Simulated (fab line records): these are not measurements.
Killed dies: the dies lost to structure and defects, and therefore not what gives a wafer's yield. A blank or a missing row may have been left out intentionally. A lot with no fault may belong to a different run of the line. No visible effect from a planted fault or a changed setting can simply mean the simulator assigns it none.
Which of the tools did it? | flow sky130 | 35 wafers from 12 lots sampled at 5 of the route's 708 steps

== WHAT EACH GAUGE READ, for each wafer ==
SKY_VIA1_RS_MEAS_22: measures by four-point-probe. Usual: VIA1_W_RS typically reads 0.427 ohm/sq, with standard deviation 0.0042.
lot  | measured     | on            | VIA1_W_RS (ohm/sq) | flag
L893 | day 34 00:25 | film_metro-04 | 0.436 0.428 0.424  |
L895 | day 34 11:26 | film_metro-01 | 0.429 0.431 0.422  |
L897 | day 35 13:06 | film_metro-04 | 0.429 0.429 0.429  |
L901 | day 36 10:18 | film_metro-04 | 0.425 0.427 0.426  |
L902 | day 36 19:40 | film_metro-04 | 0.429 0.425        |
L909 | day 39 10:51 | film_metro-02 | 0.419 0.419 0.419  |
L910 | day 39 12:37 | film_metro-02 | 0.430 0.439 0.435  |
L911 | day 39 18:20 | film_metro-02 | 0.432 0.421 0.420  |
L912 | day 40 00:07 | film_metro-02 | 0.429 0.419 0.428  |
L913 | day 40 09:06 | film_metro-04 | 0.423 0.425 0.425  |
L916 | day 41 04:52 | film_metro-02 | 0.427 0.427 0.429  |
L914 | day 41 07:14 | film_metro-01 | 0.425 0.425 0.427  |

SKY_VIA2_THK_MEAS_01. Usual: VIA2_HDPCVD_THK typically reads 1174 nm, with standard deviation 12.
lot  | measured     | on            | VIA2_HDPCVD_THK (nm) | flag
L893 | day 35 05:14 | film_metro-01 | 1172 1175 1156       |
L895 | day 35 15:25 | film_metro-04 | 1161 1182 1163       |
L897 | day 36 16:35 | film_metro-03 | 1186 1185 1178       |
L901 | day 37 14:16 | film_metro-03 | 1185 1199 1562       | OFF
L902 | day 37 23:34 | film_metro-04 | 1170 1538            | OFF
L909 | day 40 13:03 | film_metro-04 | 1168 1153 1147       |
L910 | day 40 13:53 | film_metro-01 | 1166 1159 1167       |
L911 | day 40 20:57 | film_metro-01 | 1170 1184 1167       |
L912 | day 41 04:20 | film_metro-03 | 1181 1202 1178       |
L913 | day 41 11:07 | film_metro-03 | 1164 1177 1164       |
L916 | day 42 06:21 | film_metro-03 | 1170 1164 1186       |
L914 | day 42 08:36 | film_metro-04 | 1177 1163 1160       |

== TOOL THAT RAN EACH LOT (tool first, then ch and the chambers of the sampled wafers, then the start) ==
lot  | SKY_METAL2_SPUTTER_00        | SKY_METAL2_SPUTTER_04        | SKY_VIA2_HDPCVD_00
L893 | pvd_sputter-01, day 34 01:03 | pvd_sputter-01, day 34 01:08 | hdpcvd-02 ch 1,2, day 35 05:02
L895 | pvd_sputter-02, day 34 11:53 | pvd_sputter-02, day 34 11:58 | hdpcvd-02 ch 1,2, day 35 15:16
L897 | pvd_sputter-02, day 35 13:53 | pvd_sputter-02, day 35 13:59 | hdpcvd-01 ch 0,1,2, day 36 16:28
L901 | pvd_sputter-02, day 36 10:47 | pvd_sputter-02, day 36 10:52 | hdpcvd-01 ch 1,2, day 37 14:08
L902 | pvd_sputter-02, day 36 20:08 | pvd_sputter-02, day 36 20:14 | hdpcvd-01 ch 1, day 37 23:27
L909 | pvd_sputter-01, day 39 11:20 | pvd_sputter-01, day 39 11:25 | hdpcvd-01 ch 0,2, day 40 12:55
L910 | pvd_sputter-01, day 39 13:05 | pvd_sputter-01, day 39 13:10 | hdpcvd-01 ch 1,2, day 40 13:45
L911 | pvd_sputter-01, day 39 18:50 | pvd_sputter-01, day 39 18:56 | hdpcvd-02 ch 1,2, day 40 20:50
L912 | pvd_sputter-01, day 40 03:11 | pvd_sputter-01, day 40 03:16 | hdpcvd-02 ch 0,2, day 41 04:13
L913 | pvd_sputter-02, day 40 09:34 | pvd_sputter-02, day 40 09:39 | hdpcvd-02 ch 1,2, day 41 10:59
L916 | pvd_sputter-02, day 41 05:20 | pvd_sputter-02, day 41 05:26 | hdpcvd-01 ch 0,2, day 42 06:13
L914 | pvd_sputter-04, day 41 07:49 | pvd_sputter-04, day 41 07:55 | hdpcvd-01 ch 0,1,2, day 42 08:29
- SKY_METAL2_SPUTTER_00: material Ti, target thk 15 nm, time 10 s.
- SKY_METAL2_SPUTTER_04: material TiN, target thk 70 nm, time 58.3 s.
- SKY_VIA2_HDPCVD_00: deposits SiO2, target thk 1180 nm, time 196.7 s.

== WHAT THE TOOLS THEMSELVES READ (means of the sampled wafers that have a number; where no wafer has one, the mark that the record gives instead) ==
SKY_METAL2_SPUTTER_00. Usual: throttle_valve_pct reads 29.2 % (standard deviation 0.9).
lot  | tool           | throttle_valve_pct (%) | flag
L893 | pvd_sputter-01 | 29.4                   |
L895 | pvd_sputter-02 | 28.4                   |
L897 | pvd_sputter-02 | 30.3                   |
L901 | pvd_sputter-02 | 29.6                   |
L902 | pvd_sputter-02 | 30.2                   |
L909 | pvd_sputter-01 | 29.2                   |
L910 | pvd_sputter-01 | 29.0                   |
L911 | pvd_sputter-01 | 29.3                   |
L912 | pvd_sputter-01 | 29.2                   |
L913 | pvd_sputter-02 | 29.7                   |
L916 | pvd_sputter-02 | 28.4                   |
L914 | pvd_sputter-04 | 29.0                   |

SKY_METAL2_SPUTTER_04. Usual: throttle_valve_pct reads 29.2 % (standard deviation 0.94).
lot  | tool           | throttle_valve_pct (%) | flag
L893 | pvd_sputter-01 | 29.3                   |
L895 | pvd_sputter-02 | 28.4                   |
L897 | pvd_sputter-02 | 30.6                   |
L901 | pvd_sputter-02 | 29.5                   |
L902 | pvd_sputter-02 | 30.3                   |
L909 | pvd_sputter-01 | 29.2                   |
L910 | pvd_sputter-01 | 29.0                   |
L911 | pvd_sputter-01 | 29.2                   |
L912 | pvd_sputter-01 | 29.0                   |
L913 | pvd_sputter-02 | 29.6                   |
L916 | pvd_sputter-02 | 28.5                   |
L914 | pvd_sputter-04 | 29.0                   |

== THE ANSWER, worked out from the rows above alone ==
Rule: a lot is off if the mean of its wafers that have a number lies more than 3 standard deviations from the usual mean. Also off: a lot with no number at a reading for which 4 or more lots have one. Where the step has rows for the other lots, those lots are counted as sound. First the gauges in route order, then the tools' own readings, where a lot's mean is used as printed above. At the first step where some lot is off, the reading lying furthest off is the one used; lots without a number count as furthest.
Off: at SKY_VIA2_THK_MEAS_01 (VIA2_HDPCVD_THK), L901, L902.
If a tool, at a process step before that reading, ran all the lots that are off and no sound lot after the first of them, it fits. Gauges at SKY_VIA2_THK_MEAS_01: tried the same way as those tools. Of those tried, none fits.

== WHAT WAS PUT IN BY THE SIMULATOR ==
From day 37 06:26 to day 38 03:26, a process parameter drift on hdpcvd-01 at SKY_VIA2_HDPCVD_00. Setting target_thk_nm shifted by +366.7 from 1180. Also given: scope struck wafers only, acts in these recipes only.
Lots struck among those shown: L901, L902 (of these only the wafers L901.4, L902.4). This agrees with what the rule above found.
